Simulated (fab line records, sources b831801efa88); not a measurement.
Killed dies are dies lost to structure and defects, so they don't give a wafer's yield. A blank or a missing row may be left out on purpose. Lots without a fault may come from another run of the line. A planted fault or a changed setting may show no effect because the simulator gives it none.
Chamber matching | flow sky130 | SKY_VIA3_ETCH_14 on rie_diel-02: 4 sister chambers
The step etches BARC in N2/H2, stops on SiO2, time 45.9 s, target depth 60 nm. 8 wafers are shown with their chamber, then 7 later ones without.

WAFERS WITH THEIR CHAMBER
wafer  | chamber | drypump_motor_current_A (A) | throttle_valve_pct (%)
L982.4 | 3       | 5.7                         | 13.218
L983.2 | 3       | 5.8                         | 13.204
L983.4 | 0       | 5.6                         | 13.225
L984.4 | 2       | 5.6                         | 13.226
L984.5 | 1       | 5.9                         | 13.224
L984.6 | 2       | 5.6                         | 13.227
L995.3 | 0       | 5.6                         | 13.224
L995.4 | 1       | 5.9                         | 13.244

WAFERS WITHOUT THEIR CHAMBER
wafer  | drypump_motor_current_A (A) | throttle_valve_pct (%)
L995.6 | 5.8                         | 13.223
L996.1 | 5.6                         | 13.233
L996.2 | 5.8                         | 13.230
L996.4 | 5.6                         | 13.219
L997.1 | 5.6                         | 13.237
L997.2 | 5.9                         | 13.214
L997.4 | 5.8                         | 13.238

WHICH CHAMBER EACH WENT THROUGH
wafer  | from the rows above     | in truth
L995.6 | can't be placed: 3 or 1 | 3
L996.1 | can't be placed: 2 or 0 | 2
L996.2 | can't be placed: 3 or 1 | 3
L996.4 | can't be placed: 0 or 2 | 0
L997.1 | can't be placed: 2 or 0 | 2
L997.2 | can't be placed: 1 or 3 | 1
L997.4 | can't be placed: 1 or 3 | 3
Placed correctly: 0 of 7. Can't be placed from these rows: 7 (the true chamber is among the candidates in 7). Placed wrongly: 0.
How it was worked out, from the rows above alone: a wafer's distance from a chamber is the root of the sum, over the readings, of the square of ((its reading less the chamber's mean) divided by the reading's scatter). The wafer belongs to the nearest chamber; if the next one is less than 2 further off, it can't be placed. A chamber's mean is the mean of its shown wafers. The scatter: the root of (the sum of the squares of (reading less its chamber's mean) over the shown wafers, divided by (wafers less chambers)).
